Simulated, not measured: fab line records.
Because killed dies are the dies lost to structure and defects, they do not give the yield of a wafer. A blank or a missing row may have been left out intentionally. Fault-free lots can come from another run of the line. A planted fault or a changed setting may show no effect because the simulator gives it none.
The same fault as seen by 2 desks    flow gf180mcu    every desk sees just its own numbers, and what lay behind them comes last

== FOR THE TOOL OWNER'S DESK: cvdW-02 ==
The tool's own readings at GF_V3_CVD_23 (deposits W, target thk 350 nm, time 104.9 s): means of the sampled wafers that have a number, for each lot that ran on this tool. A lot is out of limits, marked OUT, if its mean lies more than 4 standard deviations from the usual mean; the brackets give that distance.
Columns: A = heaterPowerW at GF_V3_CVD_23, usual 801 W
lot   first seen here  A
L909  day 22 12:56     809
L911  day 23 19:08     795
L915  day 25 07:32     787
L917  day 25 13:23     802
L920  day 26 16:22     807
L921  day 26 23:54     787
L926  day 28 11:49     803
L928  day 29 01:11     805
Finding of this desk: none of the 8 lots has anything out of limits.

== FROM THE METROLOGY DESK ==
What the gauges read, lot by lot, whatever tool the lot ran on: means of the sampled wafers that have a number. A lot is out of limits, marked OUT, if its mean lies more than 4 standard deviations from the usual mean; the brackets give that distance.
Columns: A = V3_OVL at GF_V3_OVL_MEAS_15, usual 4 nm; B = V3_W_RS at GF_V3_RS_MEAS_24, usual 0.330 ohm/sq; C = V3_W_THK at GF_V3_THK_MEAS_25, usual 355 nm; D = M4_ALCU_RS at GF_M4_RS_MEAS_05, usual 0.0697 ohm/sq; E = M4_ALCU_THK at GF_M4_THK_MEAS_06, usual 443 nm
lot   first seen here  A   B                 C               D       E
L908  day 22 01:40     -3  0.327             367             0.0695  446
L909  day 22 12:07     2   0.335             355             0.0694  443
L911  day 23 18:20     -2  0.333             346             0.0700  437
L912  day 23 23:23     8   0.330             349             0.0711  436
L913  day 24 09:41     7   0.328             352             0.0697  441
L915  day 25 06:41     16  0.332             357             0.0709  433
L917  day 25 12:35     7   0.333             349             0.0695  443
L920  day 26 15:25     4   0.332             355             0.0689  446
L921  day 26 23:02     2   0.330             349             0.0701  442
L926  day 28 10:59     7   0.365 (+7.8) OUT  321 (-4.6) OUT  0.0696  446
L928  day 29 00:20     1   0.364 (+7.5) OUT  325 (-4.1) OUT  0.0688  447
L929  day 29 06:20     11  0.333             349             0.0690  450
Per this desk, out of limits: L926, L928; the first was L926, day 28 11:56 (V3_W_RS at GF_V3_RS_MEAS_24). L908, L909, L911, L912, L913, L915, L917, L920, L921, L929: within limits.

== TAKEN TOGETHER ==
Metrology desk: alarm possible at day 28 11:56 on L926, L928.
Nothing out of limits was seen by the tool owner's desk.
Tool owner's desk: L926, L928 on record, inside its limits.
GF_V3_CVD_23 was run on cvdW-02 by each of the lots named.

== WHAT THE SIMULATOR HAD INSERTED ==
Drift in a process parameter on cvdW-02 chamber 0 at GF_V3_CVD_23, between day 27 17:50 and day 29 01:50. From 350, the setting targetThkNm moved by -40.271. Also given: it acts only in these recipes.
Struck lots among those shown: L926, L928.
Time in hours between the start of the fault and the first out-of-limits reading at each desk: metrology desk, 18.
